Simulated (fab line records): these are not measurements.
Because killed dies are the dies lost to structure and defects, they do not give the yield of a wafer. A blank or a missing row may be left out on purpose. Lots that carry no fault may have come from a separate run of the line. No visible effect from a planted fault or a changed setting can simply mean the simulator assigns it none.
Comparing a struck lot with a sound one :: flow sky130 :: 15 steps out of a route of 708
Sound: the wafers L119.1, L119.3, L119.6. Wafers L111.2, L111.3, L111.5 were the ones struck. The cause is named last.
Order at every step that has rows: each side's tool, ch and its chambers, its first start. Under that, the readings that differ: sound wafers :: struck wafers :: difference of the means :: sigmas: that difference in standard deviations of wafers without a fault.
alike: a reading whose means differ by less than 2 such deviations, as well as words and numbers matching on both sides. not compared: withheld readings; readings where some wafer has no value; bounds like >300 that might hide an equal value; numbers whose values overlap and for which the record gives no deviation.
The two part at a step that has a row with sigmas, a row that says differs or no value, or rows on one side only. Numbers that have no deviation but don't overlap get no sigmas and don't part them. Lack of a reading on every wafer of one side parts them only where that side has two or more wafers.

first, 1 step without rows for these wafers: SKY_SONOS_TUNNEL_STRIP_11 (strips in SPM, time 600 s).
SKY_SONOS_TUNNEL_TW_MEAS_12:
  sound on film metro-02, day 18 12:07; struck on film metro-01, day 15 19:52
reading: SONOS_TUNNEL_TW
sound: 195.3 197.1 197.3
struck: 199.4 200.6 200.3
difference: +3.5
sigmas: +3
then, 2 steps without rows for these wafers: SKY_SONOS_TUNNEL_CLEAN_13 (cleans in dHF, time 20 s); SKY_SONOS_ONO_OXIDATION_00 (stabilise 600 s, purge 300 s, target thk 2.6 nm).
SKY_SONOS_ONO_THK_MEAS_01:
  sound on film metro-01, day 18 14:23; struck on film metro-02, day 15 21:17
  alike: SONOS_ONO_OXIDATION_THK
then, 1 step without rows for these wafers: SKY_SONOS_ONO_CVD_02 (deposits Si3N4 from DCS/NH3, target thk 10.5 nm, time 180 s).
SKY_SONOS_ONO_THK_MEAS_03:
  sound on film metro-02, day 18 17:53; struck on film metro-03, day 16 00:58
  alike: SONOS_ONO_CVD_02_THK
then, 1 step without rows for these wafers: SKY_SONOS_ONO_CVD_04 (deposits SiO2 from SiH4/N2O, target thk 5.7199 nm).
SKY_SONOS_ONO_THK_MEAS_05:
  sound on film metro-03, day 18 19:12; struck on film metro-01, day 16 02:16
  alike: SONOS_ONO_CVD_04_THK
then, 3 steps without rows for these wafers: SKY_SONOS_ONO_DEHYDRATE_06 (time 60 s); SKY_SONOS_ONO_HMDS_07 (prime time 60 s); SKY_SONOS_ONO_COAT_08 (resist thk 1140 nm).
SKY_SONOS_ONO_SOFTBAKE_09: time 60 s.
  sound on litho track-02 ch 0, day 19 09:49; struck on litho track-03 ch 0, day 16 16:15
reading: heater power total W (W)
sound: 56.64 56.60 56.63
struck: 58.29 58.38 58.30
difference: +1.70
sigmas: +38

reading: run length s (s)
sound: 89.22 88.89 88.75
struck: 83.81 84.23 83.83
difference: -5.00
sigmas: -26
  alike: exhaust pa
then, 1 step without rows for these wafers: SKY_SONOS_ONO_EXPOSE_10 (exposes mask ONOM, target cd 410 nm).
-- here the record skips 32 days between the struck wafers' starts before and after, leaving off in module SONOS_ONO and picking up in module PAD_OPEN (first step shown: number 708 of the route) --
SKY_PAD_OPEN_PROBE_99:
  record: rows for the struck wafers here (prober-02, day 49 01:13), none for the sound ones

== WHERE THEY PART ==
Last at SKY_PAD_OPEN_PROBE_99 as far as this record goes, first at SKY_SONOS_TUNNEL_TW_MEAS_12.

WHY: whatever the simulator had introduced
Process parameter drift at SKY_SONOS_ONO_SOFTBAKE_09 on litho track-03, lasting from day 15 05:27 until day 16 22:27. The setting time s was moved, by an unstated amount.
